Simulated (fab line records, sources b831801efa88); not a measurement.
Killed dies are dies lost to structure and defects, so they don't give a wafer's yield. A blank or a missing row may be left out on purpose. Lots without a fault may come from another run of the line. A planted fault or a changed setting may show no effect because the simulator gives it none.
A struck lot beside a sound one | flow gf180mcu | 15 steps out of a route of 602
Sound: wafers L551.2, L551.5, L551.6. Struck: wafers L538.3, L538.4, L538.6. The cause comes at the end.
At each step with rows: each side's tool, then ch and its chambers, then its first start. Under that, the readings that differ: sound wafers | struck wafers | difference of the means | sigmas: that difference in standard deviations of wafers without a fault.
alike: readings whose means differ by less than 2 such deviations, and words and numbers that are the same on both sides. not compared: withheld readings, readings that some wafer has no value for, bounds like >300 that may hide the same value, and numbers for which the record gives no deviation and whose values overlap.
The two part at a step that has a row with sigmas, a row that says differs or no value, or rows on one side only. Numbers that don't overlap but have no deviation are shown without sigmas and don't part them. A reading that every wafer of one side lacks parts them only if that side has two wafers or more.

first, 1 step without rows for these wafers: GF_STI_CVD_03 (deposits Si3N4 from DCS/NH3, target thk 207.16 nm, time 3551 s).
GF_STI_THK_MEAS_04:
  sound on film_metro-02, day 6 04:29; struck on film_metro-02, day 3 10:35
  alike: STI_CVD_03_THK
then, 7 steps without rows for these wafers: GF_STI_DEHYDRATE_05 (time 60 s); GF_STI_HMDS_06 (prime time 60 s); GF_STI_COAT_07 (resist thk 700 nm); GF_STI_SOFTBAKE_08 (time 60 s); GF_STI_EXPOSE_09 (exposes mask COMP, target cd 220 nm); GF_STI_PEB_10 (peb time 90 s); GF_STI_DEVELOP_11 (develop time 60 s).
GF_STI_CD_MEAS_12: target cd 220 nm.
  sound on cd_sem-02, day 6 19:00; struck on cd_sem-01, day 3 23:13
  alike: cd_nm
GF_STI_ETCH_13: etches the open film in CHF3/O2, stops on Si, target depth 282.31 nm, time 112.9 s.
  sound on rie_diel-02 ch 0,1,2, day 6 19:06; struck on rie_diel-03 ch 0,2,3, day 3 23:18
  alike: bias_w, drypump_motor_current_A, oes_product_au, throttle_valve_pct
  not compared: rf_hours_counter_h
GF_STI_ETCH_14: etches Si in HBr/Cl2/O2, target depth 360 nm, time 102.9 s.
  sound on rie_si-02 ch 2,3, day 6 19:11; struck on rie_si-01 ch 0,1, day 3 23:23
  alike: bias_w, drypump_motor_current_A, oes_product_au, throttle_valve_pct
  not compared: rf_hours_counter_h
GF_STI_STRIP_15: strips in O2/N2.
  sound on plasma_asher-04 ch 0,1, day 6 19:15; struck on plasma_asher-01 ch 0,1, day 3 23:29
  no value came back on the struck wafers for any of 6 readings (chamber_pressure_mTorr (mTorr), drypump_motor_current_A (A) and others); on the sound wafers chamber_pressure_mTorr (mTorr) reads 1500.9 1499.9 1499.9
  reading                              | sound | struck            | difference | sigmas
  model.KrF_of_STI_COAT_07.thk_nm (nm) | 0 0 0 | 315.3 311.8 306.9 | +311.3     |
  not compared: rf_hours_counter_h
then, 1 step without rows for these wafers: GF_STI_CLEAN_16 (cleans in dHF, time 25 s).
-- the record jumps here: 28 days lie between the struck wafers' starts before and after (it left off in module STI and takes up again in module PASSIVATION, whose first step shown is number 602 of the route) --
GF_PASSIVATION_PROBE_99:
  the record has rows for the struck wafers here (prober-01, day 32 05:23) and none for the sound ones

WHERE THEY PART
First at GF_STI_STRIP_15; last, within this record, at GF_PASSIVATION_PROBE_99.

WHY: what the simulator had put in
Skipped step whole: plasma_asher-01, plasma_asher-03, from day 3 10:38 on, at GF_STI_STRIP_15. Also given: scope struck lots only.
